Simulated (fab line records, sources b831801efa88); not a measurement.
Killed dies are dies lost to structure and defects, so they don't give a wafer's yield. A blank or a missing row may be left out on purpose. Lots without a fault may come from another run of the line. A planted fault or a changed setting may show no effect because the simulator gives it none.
A struck lot beside a sound one | flow sky130 | 15 steps out of a route of 708
Sound: wafers L455.2, L455.4, L455.5. Struck: wafer L461.4. (L461.3, L461.6 of the same lot were not struck and are left out.) The cause comes at the end.
At each step with rows: each side's tool, then ch and its chambers, then its first start. Under that, the readings that differ: sound wafers | struck wafers | difference of the means | sigmas: that difference in standard deviations of wafers without a fault.
alike: readings whose means differ by less than 2 such deviations, and words and numbers that are the same on both sides. not compared: withheld readings, readings that some wafer has no value for, bounds like >300 that may hide the same value, and numbers for which the record gives no deviation and whose values overlap.
The two part at a step that has a row with sigmas, a row that says differs or no value, or rows on one side only. Numbers that don't overlap but have no deviation are shown without sigmas and don't part them. A reading that every wafer of one side lacks parts them only if that side has two wafers or more.

SKY_VIA3_ETCH_15: etches SiO2 in C4F8/O2/Ar, stops on TiN, target depth 507 nm, time 78 s.
  sound on rie_diel-03 ch 1,3, day 42 16:25; struck on rie_diel-01 ch 1, day 44 04:49
  alike: oes_product_au
  not compared: rf_hours_counter_h
then, 5 steps without rows for these wafers: SKY_VIA3_STRIP_16 (strips in O2/N2); SKY_VIA3_STRIP_17 (strips in post etch residue remover, time 1200 s); SKY_VIA3_CLEAN_18 (cleans in IPA, time 180 s); SKY_VIA3_CLEAN_19 (cleans in O3/DIW); SKY_VIA3_SPUTTER_20 (material TiN, target thk 20 nm, time 80 s).
SKY_VIA3_CVD_21: deposits W, target thk 390 nm, time 117.31 s.
  sound on cvd_w-02 ch 1, day 42 17:10; struck on cvd_w-02 ch 1, day 44 05:37
  alike: heater_power_w
SKY_VIA3_RS_MEAS_22: measures by four-point-probe.
  sound on film_metro-02, day 42 17:23; struck on film_metro-01, day 44 05:44
  alike: VIA3_W_RS
SKY_VIA3_THK_MEAS_23: measures by xrf.
  sound on film_metro-02, day 42 17:30; struck on film_metro-01, day 44 05:50
  alike: VIA3_W_THK
SKY_VIA3_CMP_24: polishes, stops on SiO2, t overpolish 20 s, target thk 0 nm.
  sound on cmp-02 ch 0,2, day 42 17:33; struck on cmp-01 ch 2, day 44 08:09
  alike: head_pressure_psi, motor_current_A, overpolish_run_s, slurry_filter_dp_kPa, time_to_endpoint_s
SKY_METAL4_SPUTTER_00: material Ti, target thk 15 nm, time 10 s.
  sound on pvd_sputter-03, day 42 17:51; struck on pvd_sputter-03, day 44 08:24
  alike: chamber_pressure_pa, throttle_valve_pct
then, 1 step without rows for these wafers: SKY_METAL4_SPUTTER_01 (material TiN, target thk 20 nm, time 16.7 s).
SKY_METAL4_SPUTTER_02: material AlCu, target thk 735 nm, time 39.1 s.
  sound on pvd_sputter-03, day 42 17:54; struck on pvd_sputter-03, day 44 08:27
  reading                  | sound                | struck | difference | sigmas
  chamber_pressure_pa (Pa) | 0.3995 0.3986 0.3998 | 0.3868 | -0.0125    | -16
  alike: throttle_valve_pct
SKY_METAL4_SPUTTER_03: material Ti, target thk 5 nm, time 3.3 s.
  sound on pvd_sputter-03, day 42 17:56; struck on pvd_sputter-03, day 44 08:29
  alike: chamber_pressure_pa, throttle_valve_pct
-- the record jumps here: 5 days lie between the struck wafers' starts before and after (it left off in module METAL4 and takes up again in module PAD_OPEN, whose first step shown is number 708 of the route) --
SKY_PAD_OPEN_PROBE_99:
  the record has rows for the struck wafers here (prober-02, day 49 12:14) and none for the sound ones

WHERE THEY PART
First at SKY_METAL4_SPUTTER_02; last, within this record, at SKY_PAD_OPEN_PROBE_99.

WHY: what the simulator had put in
Process parameter drift: pvd_sputter-03, from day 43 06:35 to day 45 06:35, at SKY_METAL4_SPUTTER_02. Setting chamber_pressure_pa, moved by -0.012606, from 0.4. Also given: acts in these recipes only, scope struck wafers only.
